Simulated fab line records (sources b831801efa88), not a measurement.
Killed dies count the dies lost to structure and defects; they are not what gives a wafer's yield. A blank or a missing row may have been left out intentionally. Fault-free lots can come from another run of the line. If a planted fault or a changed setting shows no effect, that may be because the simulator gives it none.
fab line records	flow sky130
[record] lots = 10	wafers = 30	lastDay = 50
route steps=708 shown POLY_CUT@319 SD_P@327 RES_XHIGH@339 SD_N@356 PAD_OPEN@708
lots with no fault: from the same line, run without faults
startH: hours from the record's first day to the start of the lot's first wafer shown	waitH: hours since the lot's step before	" the same as in the row above	L1.1+2: one row covering several wafers at once	- value missing, or start not given	* or withheld: withheld	< > ~ a bound
route shown NAME@n: a module of which the file shows steps, and the number in the route of the first	usual: mean/standard deviation of fault-free wafers	same: alike in all rows	chamber/n: place in a boat	sites: readings site by site	_std_site: standard deviation across them	_edge_site: mean of outer sites minus mean of inner sites	radiusMm: for every site, how far away it sits from the centre of the wafer	mask NAME#n: copy n	behind: the most recent tool/chamber to have shaped the wafer	hold: what put the lot on hold/how long, in hours/how the hold closed	device: which transistor (n, p or np) failed to switch	end of line: the route-end tests of the same wafers	step lacking rows: just its recipe	killed: dies that structure and defects cost at the first sort, which is not the same as the wafer's yield	map: per-die view of a wafer (x killed, . not killed, _ where there is no die)
set.NAME: setting as actually run; set.NAME@STEP: the setting as run at that earlier step	model.NAME: the simulator's own value behind a step, which no gauge read
the route's steps for a sample of lots (tables are steps, rows are wafers)
services: a tool's chamber out of use, with start hour (startH, from the record's first day; less than 0 if before it), hours out, and reason
[[steps]]
[step SKY_POLY_CUT_STRIP_12]
[recipe] chemistry = O2/N2	powerW = 1400	pressureMtorr = 1500	platenTempC = withheld	o2FlowSccm = 3000	n2FlowSccm = 300	overashFraction = 0.5
[usual] chamberPressureMTorr = 1499.9/1.3	drypumpMotorCurrentA = 5.6/0.58	oesProductAu = 0.453/0.0044	stripTimeToEndpointS = 5.365/0.016
lot.wafer	tool	chamber	startH	waitH	chamberPressureMTorr	drypumpMotorCurrentA	oesProductAu	rfHoursCounterH	stripTimeToEndpointS
L198.2	plasmaAsher-01	1	549.35	0.0	1501.7	4.9	0.453	11	5.361
L198.3	"	1	"	"	1498.4	4.9	0.454	-	5.363
L198.5	"	1	"	"	1500.3	4.9	0.450	-	5.362
L200.1	plasmaAsher-01	1	569.19	0.0	1498.4	5.0	0.449	13	5.382
L200.4	"	0	"	"	1497.7	5.7	0.451	-	5.368
L200.5	"	0	"	"	1498.9	5.7	0.454	-	5.337
L201.1	plasmaAsher-04	1	589.35	0.0	1499.3	5.4	0.461	76	5.395
L201.2	"	0	"	"	1499.3	6.6	0.456	76	5.371
L201.3	"	1	"	"	1501.7	5.4	0.447	-	5.383
L208.2	plasmaAsher-01	0	649.20	0.0	1500.6	5.7	0.461	21	5.369
L208.4	"	0	"	"	1499.0	5.7	0.451	-	5.348
L208.5	"	1	"	"	1499.0	5.0	0.453	-	5.372
L213.2	plasmaAsher-01	1	677.90	0.0	1501.6	5.0	0.456	24	5.372
L213.4	"	1	"	"	1499.8	5.0	0.455	-	5.364
L213.5	"	1	"	"	1499.4	5.0	0.452	-	5.366
L214.1	plasmaAsher-03	0	688.60	0.0	1500.4	6.1	0.460	54	5.364
L214.2	"	1	"	"	1502.3	5.1	0.451	54	5.402
L214.6	"	0	"	"	1497.1	6.1	0.451	-	5.363
L216.2	plasmaAsher-04	0	708.74	0.0	1499.4	6.6	0.454	88	5.329
L216.3	"	0	"	"	1498.9	6.6	0.463	-	5.335
L216.4	"	1	"	"	1499.3	5.4	0.454	-	5.336
L219.2	plasmaAsher-04	1	740.29	0.0	1498.0	5.4	0.459	91	5.345
L219.5	"	0	"	"	1499.0	6.6	0.452	-	5.347
L219.6	"	1	"	"	1500.8	5.4	0.454	-	5.376
L220.1	plasmaAsher-03	1	740.64	0.0	1500.3	5.1	0.448	59	5.383
L220.3	"	1	"	"	1499.0	5.1	0.454	-	5.339
L220.5	"	0	"	"	1501.2	6.1	0.450	-	5.358
L221.2	plasmaAsher-04	1	747.54	0.0	1499.9	5.4	0.455	92	5.353
L221.3	"	1	"	"	1501.3	5.4	0.453	-	5.365
L221.5	"	0	"	"	1498.7	6.7	0.456	-	5.381
[step SKY_SD_P_CD_MEAS_07]
[recipe] targetCdNm = 380
[usual] cdNm = 380/3.2
lot.wafer	tool	chamber	startH	waitH	cdNm
L198.2	cdSem-02	-	579.13	0.1	381
L198.3	"	-	"	"	378
L198.5	"	-	"	"	379
L200.1	cdSem-02	-	598.27	0.1	382
L200.4	"	-	"	"	380
L200.5	"	-	"	"	378
L201.1	cdSem-02	-	619.15	0.1	378
L201.2	"	-	"	"	376
L201.3	"	-	"	"	374
L208.2	cdSem-02	-	677.92	0.1	380
L208.4	"	-	"	"	382
L208.5	"	-	"	"	383
L213.2	cdSem-01	-	705.03	0.1	380
L213.4	"	-	"	"	381
L213.5	"	-	"	"	380
L214.1	cdSem-02	-	715.35	0.1	375
L214.2	"	-	"	"	382
L214.6	"	-	"	"	378
L216.2	cdSem-01	-	736.13	0.1	384
L216.3	"	-	"	"	386
L216.4	"	-	"	"	385
L219.2	cdSem-01	-	766.72	0.1	383
L219.5	"	-	"	"	385
L219.6	"	-	"	"	382
L220.1	cdSem-01	-	767.00	0.1	381
L220.3	"	-	"	"	380
L220.5	"	-	"	"	379
L221.2	cdSem-02	-	774.19	0.1	383
L221.3	"	-	"	"	386
L221.5	"	-	"	"	383
[step SKY_RES_XHIGH_IMPLANT_07]
[recipe] species = BF2	energyKev = 20	doseCm2 = 3.6e+14	tiltDeg = 0
[usual] beamOnS = 41.2/2	doseIonsCm2 = 3.6e+14/4.1e+11
lot.wafer	tool	chamber	startH	waitH	beamOnS	doseIonsCm2
L198.2	implanter-01	0	609.13	0.1	42.8	3.606e+14
L198.3	"	0	"	"	42.4	3.599e+14
L198.5	"	0	"	"	42.6	3.6e+14
L200.1	implanter-03	0	627.25	0.1	38.4	3.597e+14
L200.4	"	0	"	"	40.1	3.603e+14
L200.5	"	0	"	"	38.4	3.606e+14
L201.1	implanter-01	0	647.55	0.1	41.7	3.604e+14
L201.2	"	0	"	"	41.5	3.594e+14
L201.3	"	0	"	"	43.8	3.602e+14
L208.2	implanter-03	0	705.83	0.1	38.0	3.599e+14
L208.4	"	0	"	"	38.1	3.601e+14
L208.5	"	0	"	"	38.0	3.604e+14
L213.2	implanter-03	0	732.03	0.1	31.3	2.949e+14
L213.4	"	0	"	"	31.5	2.945e+14
L213.5	"	0	"	"	31.7	2.949e+14
L214.1	implanter-03	0	742.11	0.1	31.8	2.937e+14
L214.2	"	0	"	"	31.0	2.945e+14
L214.6	"	0	"	"	31.4	2.945e+14
L216.2	implanter-01	0	762.99	0.1	44.0	3.604e+14
L216.3	"	0	"	"	41.5	3.605e+14
L216.4	"	0	"	"	43.6	3.606e+14
L219.2	implanter-01	0	793.04	0.1	42.4	3.602e+14
L219.5	"	0	"	"	41.6	3.603e+14
L219.6	"	0	"	"	42.9	3.602e+14
L220.1	implanter-04	0	794.20	0.1	41.9	3.598e+14
L220.3	"	0	"	"	42.7	3.597e+14
L220.5	"	0	"	"	42.3	3.604e+14
L221.2	implanter-01	0	800.29	0.1	43.5	3.598e+14
L221.3	"	0	"	"	43.7	3.602e+14
L221.5	"	0	"	"	42.7	3.602e+14
[step SKY_RES_XHIGH_STRIP_08]
[recipe] chemistry = O2/N2	powerW = 1400	pressureMtorr = 1500	platenTempC = withheld	o2FlowSccm = 3000	n2FlowSccm = 300	overashFraction = 0.5
[usual] chamberPressureMTorr = 1500.1/1.4	drypumpMotorCurrentA = 5.6/0.44	oesProductAu = 0.711/0.005	stripTimeToEndpointS = 14.24/0.044
lot.wafer	tool	chamber	startH	waitH	chamberPressureMTorr	drypumpMotorCurrentA	oesProductAu	rfHoursCounterH	stripTimeToEndpointS
L198.2	plasmaAsher-03	0	609.26	0.1	1499.8	6.1	0.706	46	14.23
L198.3	"	1	"	"	1500.6	5.1	0.720	-	14.25
L198.5	"	1	"	"	1501.5	5.1	0.707	-	14.27
L200.1	plasmaAsher-01	0	627.40	0.1	1498.9	5.7	0.712	19	14.27
L200.4	"	0	"	"	1500.2	5.7	0.712	-	14.19
L200.5	"	1	"	"	1500.1	4.9	0.719	-	14.23
L201.1	plasmaAsher-03	0	647.70	0.1	1500.9	6.1	0.717	50	14.31
L201.2	"	1	"	"	1498.8	5.1	0.705	50	14.35
L201.3	"	0	"	"	1498.9	6.1	0.709	-	14.30
L208.2	plasmaAsher-03	1	705.96	0.1	1498.9	5.1	0.718	56	14.19
L208.4	"	1	"	"	1499.3	5.1	0.713	-	14.21
L208.5	"	0	"	"	1499.7	6.1	0.707	-	14.22
L213.2	plasmaAsher-03	0	732.16	0.1	1498.9	6.1	0.728	58	14.09
L213.4	"	0	"	"	1500.7	6.1	0.713	-	14.13
L213.5	"	0	"	"	1498.3	6.1	0.715	-	14.12
L214.1	plasmaAsher-03	0	742.26	0.1	1501.1	6.1	0.709	60	14.16
L214.2	"	1	"	"	1502.2	5.1	0.718	60	14.15
L214.6	"	1	"	"	1500.6	5.1	0.711	-	14.14
L216.2	plasmaAsher-03	0	763.12	0.1	1498.5	6.1	0.705	62	14.20
L216.3	"	0	"	"	1498.5	6.1	0.717	-	14.21
L216.4	"	1	"	"	1501.2	5.1	0.711	-	14.20
L219.2	plasmaAsher-01	0	793.17	0.1	1501.8	5.7	0.702	35	14.24
L219.5	"	0	"	"	1499.0	5.7	0.702	-	14.27
L219.6	"	1	"	"	1499.0	4.9	0.711	-	14.22
L220.1	plasmaAsher-02	0	794.35	0.1	1500.9	5.7	0.712	5	14.21
L220.3	"	1	"	"	1502.4	5.8	0.717	-	14.19
L220.5	"	0	"	"	1499.7	5.7	0.717	-	14.23
L221.2	plasmaAsher-03	0	800.41	0.1	1502.4	6.1	0.712	65	14.30
L221.3	"	0	"	"	1501.3	6.1	0.708	-	14.34
L221.5	"	0	"	"	1500.3	6.1	0.714	-	14.35
[step SKY_RES_XHIGH_TW_MEAS_09]
[usual] RES_XHIGH_TW = 1634/10
lot.wafer	tool	chamber	startH	waitH	RES_XHIGH_TW
L198.2	filmMetro-01	-	609.37	0.1	1627
L198.3	"	-	"	"	1630
L198.5	"	-	"	"	1627
L200.1	filmMetro-03	-	627.50	0.1	1639
L200.4	"	-	"	"	1638
L200.5	"	-	"	"	1642
L201.1	filmMetro-03	-	647.80	0.1	1639
L201.2	"	-	"	"	1646
L201.3	"	-	"	"	1646
L208.2	filmMetro-02	-	706.07	0.1	1641
L208.4	"	-	"	"	1646
L208.5	"	-	"	"	1640
L213.2	filmMetro-01	-	732.27	0.1	1527
L213.4	"	-	"	"	1522
L213.5	"	-	"	"	1529
L214.1	filmMetro-01	-	742.36	0.1	1528
L214.2	"	-	"	"	1525
L214.6	"	-	"	"	1524
L216.2	filmMetro-02	-	763.23	0.1	1630
L216.3	"	-	"	"	1641
L216.4	"	-	"	"	1629
L219.2	filmMetro-03	-	793.28	0.1	1643
L219.5	"	-	"	"	1649
L219.6	"	-	"	"	1641
L220.1	filmMetro-03	-	794.45	0.1	1640
L220.3	"	-	"	"	1640
L220.5	"	-	"	"	1642
L221.2	filmMetro-01	-	800.52	0.1	1628
L221.3	"	-	"	"	1622
L221.5	"	-	"	"	1624
[step SKY_SD_N_RTA_14]
[recipe] tempC = 1075	timeS = 2	idleTempC = 650	rampUpCPerS = 150	rampDownCPerS = 90	ambient = N2
[usual] lampPowerPct = 15.73/0.052	wafer_temp_C_max = 1077.9/1.2
lot.wafer	tool	chamber	startH	waitH	lampPowerPct	wafer_temp_C_max
L198.2	rtpAnneal-02	0	638.89	0.0	15.73	1078.6
L198.3	"	0	"	"	15.75	1077.7
L198.5	"	0	"	"	15.71	1076.4
L200.1	rtpAnneal-01	0	656.48	0.0	15.73	1078.7
L200.4	"	0	"	"	15.73	1075.7
L200.5	"	0	"	"	15.67	1079.9
L201.1	rtpAnneal-02	0	676.33	0.0	15.74	1075.4
L201.2	"	0	"	"	15.78	1078.8
L201.3	"	0	"	"	15.70	1077.0
L208.2	rtpAnneal-01	0	733.69	0.0	15.73	1077.1
L208.4	"	0	"	"	15.74	1076.9
L208.5	"	0	"	"	15.76	1077.3
L213.2	rtpAnneal-02	0	759.39	0.0	15.70	1076.0
L213.4	"	0	"	"	15.77	1078.6
L213.5	"	0	"	"	15.76	1080.1
L214.1	rtpAnneal-01	0	770.45	0.0	15.81	1079.6
L214.2	"	0	"	"	15.78	1078.8
L214.6	"	0	"	"	15.72	1079.6
L216.2	rtpAnneal-01	0	789.64	0.0	15.69	1078.7
L216.3	"	0	"	"	15.65	1077.2
L216.4	"	0	"	"	15.66	1078.3
L219.2	rtpAnneal-01	0	820.04	0.0	15.75	1078.3
L219.5	"	0	"	"	15.66	1078.7
L219.6	"	0	"	"	15.73	1077.4
L220.1	rtpAnneal-02	0	820.73	0.0	15.80	1079.4
L220.3	"	0	"	"	15.71	1077.3
L220.5	"	0	"	"	15.77	1079.3
L221.2	rtpAnneal-01	0	827.24	0.0	15.77	1075.4
L221.3	"	0	"	"	15.87	1076.3
L221.5	"	0	"	"	15.73	1079.1
[step SKY_SD_N_RS_MEAS_18]
[recipe] thkMeasGauge = four-point-probe
[usual] RES_XHIGH_RS = 333.4/1.2
lot.wafer	tool	chamber	startH	waitH	RES_XHIGH_RS[ohm/sq]
L198.2	filmMetro-03	-	639.31	0.1	333.7
L198.3	"	-	"	"	333.2
L198.5	"	-	"	"	333.4
L200.1	filmMetro-01	-	656.89	0.1	333.3
L200.4	"	-	"	"	332.0
L200.5	"	-	"	"	332.7
L201.1	filmMetro-02	-	676.74	0.1	333.4
L201.2	"	-	"	"	331.8
L201.3	"	-	"	"	333.5
L208.2	filmMetro-01	-	734.11	0.1	332.4
L208.4	"	-	"	"	332.4
L208.5	"	-	"	"	333.1
L213.2	filmMetro-03	-	759.81	0.1	389.3
L213.4	"	-	"	"	389.7
L213.5	"	-	"	"	388.6
L214.1	filmMetro-03	-	770.86	0.1	389.1
L214.2	"	-	"	"	389.6
L214.6	"	-	"	"	389.7
L216.2	filmMetro-03	-	790.06	0.1	333.8
L216.3	"	-	"	"	332.5
L216.4	"	-	"	"	333.2
L219.2	filmMetro-02	-	820.47	0.1	333.4
L219.5	"	-	"	"	333.3
L219.6	"	-	"	"	333.4
L220.1	filmMetro-03	-	821.14	0.1	333.3
L220.3	"	-	"	"	334.0
L220.5	"	-	"	"	334.6
L221.2	filmMetro-01	-	827.66	0.1	334.2
L221.3	"	-	"	"	333.7
L221.5	"	-	"	"	335.2
[step SKY_PAD_OPEN_PROBE_99]
[usual] killed_at_M0_to_M3 = 43/6.6	killed_at_M4_up = 3.0/1.8	killedAtContacts = 24/5.1	killedAtFrontEnd = 16/4.5	killedAtOther = 0.3/0.67	killedDies = 86/9.3	killedOpen = 47/6.9	killedShort = 39/6.6
[same] grossDies = 492	killedAtBackSide = 0
lot.wafer	tool	chamber	startH	waitH	killed_at_M0_to_M3	killed_at_M4_up	killedAtContacts	killedAtFrontEnd	killedAtOther	killedDies	killedOpen	killedShort
L208.2	prober-02	-	1134.74	0.1	38	1	20	18	0	77	36	40
L208.4	prober-02	-	1134.84	0.2	26	7	23	14	0	70	39	31
L208.5	prober-02	-	1134.89	0.2	52	3	25	17	0	97	57	39
L214.2	prober-02	-	1165.59	0.1	50	7	19	14	0	90	42	48
// killed by level:class
L208.2 CONTACT:geometricParticle:open=8 VIA1:geometricParticle:open=7 POLY_GATE:geometricParticle:short=6 LI_CONTACT:geometricParticle:open=5 METAL1:geometricParticle:short=5 VIA3:geometricParticle:open=5 FIELD_ISO:geometricParticle:short=4 METAL2:geometricParticle:short=4
L208.4 VIA1:geometricParticle:open=10 CONTACT:geometricParticle:open=9 FIELD_ISO:geometricParticle:open=6 LI_CONTACT:geometricParticle:open=6 METAL2:geometricParticle:short=5 CONTACT:geometricParticle:short=4 METAL1:geometricParticle:short=4 POLY_GATE:geometricParticle:short=3
L208.5 VIA1:geometricParticle:open=17 CONTACT:geometricParticle:open=8 VIA2:geometricParticle:open=8 VIA3:geometricParticle:open=7 LI_CONTACT:geometricParticle:open=5 CONTACT:geometricParticle:short=5 VIA1:geometricParticle:short=5 METAL1:geometricParticle:short=4
L214.2 METAL1:geometricParticle:short=10 VIA1:geometricParticle:open=10 LI_CONTACT:geometricParticle:open=7 POLY_GATE:geometricParticle:short=6 VIA1:geometricParticle:short=6 METAL4:geometricParticle:short=6 CONTACT:geometricParticle:open=5 VIA2:geometricParticle:open=5
[[services]]
tool	chamber	startH	hours	kind
implanter-04	-	536.91	0.7	repair
implanter-01	-	659.91	2.6	repair
implanter-01	-	668.03	5.3	pm
implanter-04	-	680.85	11.6	pm
plasmaAsher-02	-	691.70	0.6	repair
implanter-04	-	699.39	1.8	repair
plasmaAsher-02	-	733.75	9.0	pm
plasmaAsher-02	0	733.75	9.0	ventCycle
plasmaAsher-02	1	733.75	9.0	ventCycle
plasmaAsher-02	0	742.75	-	clean
plasmaAsher-02	1	742.75	-	clean
plasmaAsher-01	-	760.57	2.8	pm
implanter-04	-	762.67	3.2	pm
plasmaAsher-03	-	766.22	1.0	repair
plasmaAsher-01	-	788.99	1.2	repair
implanter-04	-	797.84	4.0	repair
rtpAnneal-02	-	798.66	4.1	pm
plasmaAsher-03	-	816.28	0.7	repair
plasmaAsher-01	-	819.43	2.3	repair
implanter-03	-	822.22	4.0	pm
[[key]]
[firstSign] step = SKY_RES_XHIGH_IMPLANT_07	reading = doseIonsCm2	direction = down	sigmas = 99+	usual = *	struck = *
[effect] step = SKY_RES_XHIGH_IMPLANT_07	reading = beamOnS	direction = down	sigmas = 4.9	usual = 41.2	struck = 31.4
[effect] step = SKY_RES_XHIGH_STRIP_08	reading = stripTimeToEndpointS	direction = down	sigmas = 2.6	usual = *	struck = *
[effect] step = SKY_RES_XHIGH_TW_MEAS_09	reading = RES_XHIGH_TW	direction = down	sigmas = 11	usual = 1634	struck = 1526
[effect] step = SKY_SD_N_RS_MEAS_18	reading = RES_XHIGH_RS	direction = up	sigmas = 47	usual = 333.4	struck = 389.3
metAt SKY_RES_XHIGH_IMPLANT_07
struckLots L213,L214
testerLeftOut L213,L214
notActingAt SKY_POLY_CUT_STRIP_12,SKY_SD_P_CD_MEAS_07,SKY_SD_N_RTA_14
onsetBetween 705.83 732.03
[fault] kind = processParameterDrift	tool = implanter-03	chamber = -	onsetH = 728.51	steps = SKY_RES_XHIGH_IMPLANT_07	channel = doseCm2	offset = *	shape = step	endH = 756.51	actsIn = *	stated = *
// testerLeftOut: of these lots the tester's yield and bins aren't shown, on N5 and GAA mostly nor the transistor test; their killed dies are dies lost to structure and defects alone, not to doping, threshold or leakage, so they don't give the yield
